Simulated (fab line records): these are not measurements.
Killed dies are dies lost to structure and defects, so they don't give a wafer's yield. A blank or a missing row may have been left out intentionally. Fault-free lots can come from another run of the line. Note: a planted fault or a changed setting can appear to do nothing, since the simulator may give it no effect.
A single fault, viewed from 2 desks -- flow gf180mcu -- only its own numbers are on each desk; what lay behind them is given at the end

## AT THE METROLOGY DESK
What the gauges read for every lot (on any tool): the sampled wafers with a number, averaged. Any lot whose mean is over 4 standard deviations away from the usual mean is out of limits and marked OUT; that distance is given in the brackets.
Columns: A = cd-nm at GF_M5_CD_MEAS_07, usual 280.1 nm
lot,first seen here,A
L934,day 26 16:07,281.6
L936,day 27 10:02,280.4
L937,day 27 14:58,280.8
L938,day 28 00:04,279.6
L939,day 28 04:33,280.8
L945,day 30 03:43,281.2
L948,day 30 22:46,279.4
L951,day 31 16:10,279.1
L952,day 31 21:16,279.8
L953,day 32 00:53,278.4
L956,day 32 23:48,278.4
This desk found nothing out of limits on any of the 11 lots.

## DESK OF THE TOOL OWNER: rie-diel-04
The tool's own readings at GF_PASSIVATION_ETCH_11 (etches the open film in CF4/O2, stops on TiN, target depth 2040 nm, time 453.3 s): means of the sampled wafers that have a number, for each lot that ran on this tool. Any lot whose mean is over 4 standard deviations away from the usual mean is out of limits and marked OUT; that distance is given in the brackets.
Columns: A = drypump-motor-current-A at GF_PASSIVATION_ETCH_11, usual 5.9 A; B = oes-product-au at GF_PASSIVATION_ETCH_11, usual 0.989 a.u.; C = throttle-valve-pct at GF_PASSIVATION_ETCH_11, usual 5.967 %
lot,first seen here,A,B,C
L934,day 29 07:25,6.0,0.990,5.965
L945,day 32 13:24,5.9,0.989,5.963
L948,day 33 05:46,5.7,0.949 (-5.9) OUT,5.955
Finding of this desk: L948 out of limits; the first was L948 at day 33 05:46, on oes-product-au at GF_PASSIVATION_ETCH_11. Within limits: L934, L945.

## ALL TOGETHER
An alarm could have come from the tool owner's desk at day 33 05:46, on L948.
Nothing out of limits was seen by the metrology desk.
The metrology desk holds a record of L948, inside its limits.
All the named lots went through GF_PASSIVATION_ETCH_11 on rie-diel-04.

## WHAT WAS PUT IN BY THE SIMULATOR
rie-diel-04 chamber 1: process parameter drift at GF_PASSIVATION_ETCH_11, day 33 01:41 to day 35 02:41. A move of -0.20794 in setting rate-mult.
Shown lots that were struck: L948.
Delay in hours, fault start to first out-of-limits reading, by desk: the tool owner's desk at 4.
